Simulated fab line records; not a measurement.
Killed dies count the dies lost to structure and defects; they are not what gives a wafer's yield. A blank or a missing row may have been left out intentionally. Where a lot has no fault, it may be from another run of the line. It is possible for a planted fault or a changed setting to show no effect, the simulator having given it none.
fab line records	flow sky130	part 2 of 2: steps 28 to 38 of 38
[record] lots = 5	wafers = 15	last_day = 51
route steps=708 shown CAPM@541 METAL3@555 VIA3@573
lots untouched by any fault: they come from a run of this same line in which no faults occurred
start_h: the number of hours between the record's first day and the start of the first shown wafer of the lot	wait_h: time in hours since the lot's previous step	" identical to the entry in the row above	L1.1+2: a row that stands for several wafers	- no value present, or no start provided	* or withheld: withheld	< > ~ a bound
route shown NAME@n: NAME is a module with steps in the file, n the number in the route of the first one	usual: the fault-free wafers' mean and standard deviation	same: alike in all rows	chamber/n: place in a boat	sites: the reading at each site	_std_site: standard deviation across them	_edge_site: mean of outer sites minus mean of inner sites	radius_mm: how far each site lies from the wafer's centre	mask NAME#n: copy n	behind: the tool/chamber that last shaped the wafer	hold: reason for holding the lot/hours on hold/outcome of the hold	device: whichever transistor did not switch (one of n, p or np)	end of line: tests of these same wafers at the route's end	for a step that has no rows: nothing shown but its recipe	killed: not the wafer's yield, but the dies lost to structure and defects at the first sort	map: shows each die of a wafer: x if killed, . if not, _ if none is there
set.NAME: the run value of the setting; set.NAME@STEP: its run value at that earlier step	model.NAME: the simulator's own value behind a step, which no gauge read
a table for each step, a row for each wafer; lots at some steps of the route
services: from which hour (start_h, from the record's first day; less than 0 if before it) a tool's chamber was out of use, for how many hours, and why
[[steps]]
[step SKY_METAL3_METAL_ETCH_18]
[recipe] target_depth_a = 8450	stop_on = SiO2	over_etch_frac = 0.3	time_s = 183.1	chemistry = Cl2/BCl3	resist_sidewall_deg = 88	pressure_mtorr = 10	icp_w = 900	bias_w = 48.5	Cl2_flow_sccm = 60	bcl3_flow_sccm = 30
[usual] bcl3_flow_sccm = 30.00/0.096	chamber_pressure_mTorr = 9.999/0.0084	drypump_motor_current_A = 5.8/0.53	mfc_cl2_sccm = 60.03/0.19	oes_product_au = 0.864/0.0067	throttle_valve_pct = 22.264/0.01
[same] time_s = 183.1
lot.wafer	tool	chamber	start_h	wait_h	bcl3_flow_sccm	chamber_pressure_mTorr	drypump_motor_current_A	mfc_cl2_sccm	oes_product_au	rf_hours_counter_h	throttle_valve_pct
L074.2	rie_metal-03	1	924.99	0.1	30.09	10.010	6.0	59.88	0.878	-	22.282
L074.4	"	1	"	"	29.86	9.990	6.1	59.89	0.863	-	22.267
L074.6	"	1	"	"	30.01	9.973	6.0	59.73	0.860	-	22.264
L077.1	rie_metal-04	1	925.74	0.0	29.95	10.002	6.1	60.10	0.854	6	22.252
L077.2	"	0	"	"	29.90	10.007	4.6	60.05	0.873	0	22.267
L077.4	"	1	"	"	29.85	10.008	6.1	60.11	0.867	-	22.274
L082.1	rie_metal-03	1	955.16	0.0	29.94	9.992	6.1	59.97	0.869	14	22.255
L082.5	"	1	"	"	30.02	10.007	6.0	60.03	0.879	-	22.260
L082.6	"	0	"	"	29.99	9.999	5.9	59.92	0.865	-	22.251
L089.2	rie_metal-02	0	1064.69	0.0	29.98	9.990	5.7	59.97	0.869	15	22.240
L089.3	"	1	"	"	29.98	10.011	6.2	60.10	0.866	-	22.268
L089.6	"	0	"	"	30.02	9.998	5.7	59.88	0.868	-	22.274
L096.1	rie_metal-04	1	1074.04	0.0	29.99	9.984	6.1	60.32	0.863	15	22.264
L096.3	"	0	"	"	29.87	9.985	4.6	59.99	0.846	-	22.268
L096.6	"	1	"	"	29.88	9.997	6.2	60.37	0.862	-	22.246
[step SKY_METAL3_STRIP_19]
[recipe] chemistry = O2/N2	power_w = 1400	pressure_mtorr = 1500	platen_temp_c = withheld	o2_flow_sccm = 3000	n2_flow_sccm = 300	overash_fraction = 0.5
[usual] chamber_pressure_mTorr = 1499.9/1.2	drypump_motor_current_A = 5.62/0.19	oes_product_au = 0.504/0.0065	strip_time_to_endpoint_s = 6.58/0.095
lot.wafer	tool	chamber	start_h	wait_h	chamber_pressure_mTorr	drypump_motor_current_A	oes_product_au	rf_hours_counter_h	strip_time_to_endpoint_s
L074.2	plasma_asher-02	1	925.29	0.2	1499.0	5.32	0.507	51	6.61
L074.4	"	0	"	"	1499.7	5.60	0.509	-	6.63
L074.6	"	0	"	"	1500.0	5.57	0.507	-	6.58
L077.1	plasma_asher-02	0	925.92	0.1	1500.7	5.60	0.494	51	6.58
L077.2	"	1	"	"	1499.6	5.32	0.507	51	6.54
L077.4	"	0	"	"	1500.0	5.60	0.502	-	6.64
L082.1	plasma_asher-03	1	955.33	0.1	1499.2	5.40	0.505	114	6.72
L082.5	"	1	"	"	1501.5	5.42	0.511	-	6.71
L082.6	"	0	"	"	1499.7	5.93	0.504	-	6.48
L089.2	plasma_asher-03	1	1064.87	0.1	1499.5	5.48	0.496	0	6.48
L089.3	"	1	"	"	1501.2	5.47	0.509	-	6.68
L089.6	"	1	"	"	1502.0	5.49	0.491	-	6.45
L096.1	plasma_asher-04	1	1074.22	0.1	1499.0	5.65	0.512	30	6.65
L096.3	"	0	"	"	1501.4	5.76	0.502	-	6.52
L096.6	"	1	"	"	1498.7	5.63	0.513	-	6.62
[step SKY_METAL3_STRIP_20]
[recipe] chemistry = post_etch_residue_remover	time_s = 1200	temp_c = 72.5
[same] time_s = 1200
lot.wafer	tool	chamber	start_h	wait_h
L074.2+4+6	wet_bench-01	0	925.39	0.1
L077.1+2+4	wet_bench-01	3	926.02	0.1
L082.1+5+6	wet_bench-03	0	955.43	0.1
L089.2+3+6	wet_bench-01	1	1064.97	0.1
L096.1+3+6	wet_bench-03	1	1074.32	0.1
[step SKY_METAL3_CLEAN_21]
[recipe] chemistry = IPA	time_s = 180	temp_c = 25
[same] time_s = 180
lot.wafer	tool	chamber	start_h	wait_h
L074.2+4+6	wet_bench-03	0	925.73	0.0
L077.1+2+4	wet_bench-03	3	926.36	0.0
L082.1+5+6	wet_bench-01	3	955.81	0.0
L089.2+3+6	wet_bench-03	3	1065.31	0.0
L096.1+3+6	wet_bench-03	0	1074.69	0.0
[step SKY_METAL3_CLEAN_22]
[recipe] chemistry = O3/DIW	dry = n2_spin
lot.wafer	tool	chamber	start_h	wait_h
L074.2+4+6	wet_bench-02	2	925.79	0.0
L077.1+2+4	wet_bench-01	3	926.42	0.0
L082.1+5+6	wet_bench-02	0	955.87	0.0
L089.2+3+6	wet_bench-03	2	1065.38	0.0
L096.1+3+6	wet_bench-03	2	1074.76	0.0
[step SKY_VIA3_HDPCVD_00]
[recipe] material = SiO2	target_thk_nm = 1635	sigma_open_frac = 0.3	time_s = 272.5	temp_c = 400	sih4_flow_sccm = 60	pressure_mtorr = 6
[same] time_s = 272.5
lot.wafer	tool	chamber	start_h	wait_h
L074.2+4+6	hdpcvd-01	0,1,2	925.90	0.0
L077.1+2+4	hdpcvd-01	0,1,2	926.51	0.0
L082.1+5+6	hdpcvd-01	0,1,0	955.97	0.0
L089.2+3+6	hdpcvd-02	0,2,1	1065.48	0.0
L096.1+3+6	hdpcvd-02	2,1,0	1074.86	0.0
[step SKY_VIA3_THK_MEAS_01]
[recipe] reads = SiO2_of_VIA3_HDPCVD_00
[usual] VIA3_HDPCVD_THK = 1635/18
lot.wafer	tool	chamber	start_h	wait_h	VIA3_HDPCVD_THK[nm]
L074.2	film_metro-03	-	926.09	0.1	1666
L074.4	"	-	"	"	1641
L074.6	"	-	"	"	1657
L077.1	film_metro-04	-	927.07	0.5	1634
L077.2	"	-	"	"	1614
L077.4	"	-	"	"	1622
L082.1	film_metro-04	-	956.13	0.1	1628
L082.5	"	-	"	"	1646
L082.6	"	-	"	"	1645
L089.2	film_metro-02	-	1065.65	0.1	1662
L089.3	"	-	"	"	1648
L089.6	"	-	"	"	1634
L096.1	film_metro-04	-	1075.03	0.1	1652
L096.3	"	-	"	"	1626
L096.6	"	-	"	"	1647
[step SKY_VIA3_CMP_02]
[recipe] material = SiO2	down_force_psi = 4	platen_rpm = 60	pad_velocity_m_s = 0.94248
[usual] motor_current_A = 12.0/1.7	slurry_filter_dp_kPa = 13.49/0.14
lot.wafer	tool	chamber	start_h	wait_h	motor_current_A	slurry_filter_dp_kPa
L074.2	cmp-01	1	926.14	0.0	11.5	13.46
L074.4	"	0	"	"	10.0	13.58
L074.6	"	2	"	"	13.9	13.32
L077.4	cmp-01	2	927.13	0.0	12.8	13.37
L077.2	"	3	"	"	14.3	13.48
L077.1	"	1	"	"	12.1	13.33
L082.1	cmp-02	1	956.24	0.1	11.3	13.50
L082.5	"	0	"	"	10.8	13.18
L082.6	"	1	"	"	10.7	13.62
L089.3	cmp-01	3	1065.70	0.0	13.1	13.46
L089.2	"	1	"	"	11.6	13.61
L089.6	"	3	"	"	14.5	13.52
L096.3	cmp-02	0	1075.40	0.3	11.5	13.67
L096.1	"	2	"	"	14.5	13.35
L096.6	"	3	"	"	10.0	13.58
[step SKY_VIA3_BOW_MEAS_03]
[recipe] mode = bow
[usual] VIA3_BOW = 81/7.4
lot.wafer	tool	chamber	start_h	wait_h	VIA3_BOW[um]
L074.2	film_metro-03	-	926.46	0.3	84
L074.4	"	-	"	"	81
L074.6	"	-	"	"	96
L077.1	film_metro-03	-	927.47	0.1	81
L077.2	"	-	"	"	79
L077.4	"	-	"	"	87
L082.1	film_metro-02	-	956.49	0.2	81
L082.5	"	-	"	"	71
L082.6	"	-	"	"	74
L089.2	film_metro-02	-	1066.02	0.2	76
L089.3	"	-	"	"	86
L089.6	"	-	"	"	94
L096.1	film_metro-02	-	1075.65	0.1	74
L096.3	"	-	"	"	92
L096.6	"	-	"	"	88
[step SKY_VIA3_DEHYDRATE_04]
[recipe] temp_c = 200	time_s = 60
[same] time_s = 60
lot.wafer	tool	chamber	start_h	wait_h
L074.2+4+6	litho_track-04	0	937.66	11.2
L077.1+2+4	litho_track-03	0	938.44	10.9
L082.1+5+6	litho_track-01	0	969.23	12.7
L089.2+3+6	litho_track-01	0	1076.76	10.7
L096.1+3+6	litho_track-03	0	1085.54	9.9
[step SKY_VIA3_HMDS_05]
[recipe] prime_time_s = 60	prime_temp_c = 120
[same] prime_time_s = 60
lot.wafer	tool	chamber	start_h	wait_h
L074.2+4+6	litho_track-04	0	937.81	0.1
L077.1+2+4	litho_track-03	0	938.59	0.1
L082.1+5+6	litho_track-01	0	969.38	0.1
L089.2+3+6	litho_track-01	0	1076.91	0.1
L096.1+3+6	litho_track-03	0	1085.69	0.1
[[services]]
tool	chamber	start_h	hours	kind
krf_scanner-01	-	865.55	1.3	pm
rie_diel-02	0	878.41	4.5	repair
krf_scanner-01	-	882.06	4.4	pm
krf_scanner-01	-	892.98	0.8	pm
cmp-01	-	895.79	1.2	repair
krf_scanner-01	-	898.73	1.0	pm
cmp-01	-	908.71	0.5	repair
cmp-01	-	912.00	4.0	pm
rie_diel-02	0	912.03	2.9	repair
cmp-01	-	913.98	1.6	repair
cmp-01	-	923.15	0.9	repair
cmp-01	-	937.20	6.7	repair
plasma_asher-04	-	938.07	0.9	repair
krf_scanner-01	-	960.86	0.2	repair
wet_bench-01	-	965.98	94.1	repair
krf_scanner-01	-	971.76	3.6	pm
krf_scanner-01	-	977.51	1.1	repair
plasma_asher-03	-	982.67	2.8	pm
iline_stepper-02	-	986.57	1.7	pm
iline_stepper-02	-	1010.41	8.9	repair
rie_metal-03	-	1015.16	1.4	pm
rie_metal-02	1	1015.54	14.1	repair
iline_stepper-02	-	1053.66	7.4	repair
plasma_asher-03	-	1055.27	9.0	pm
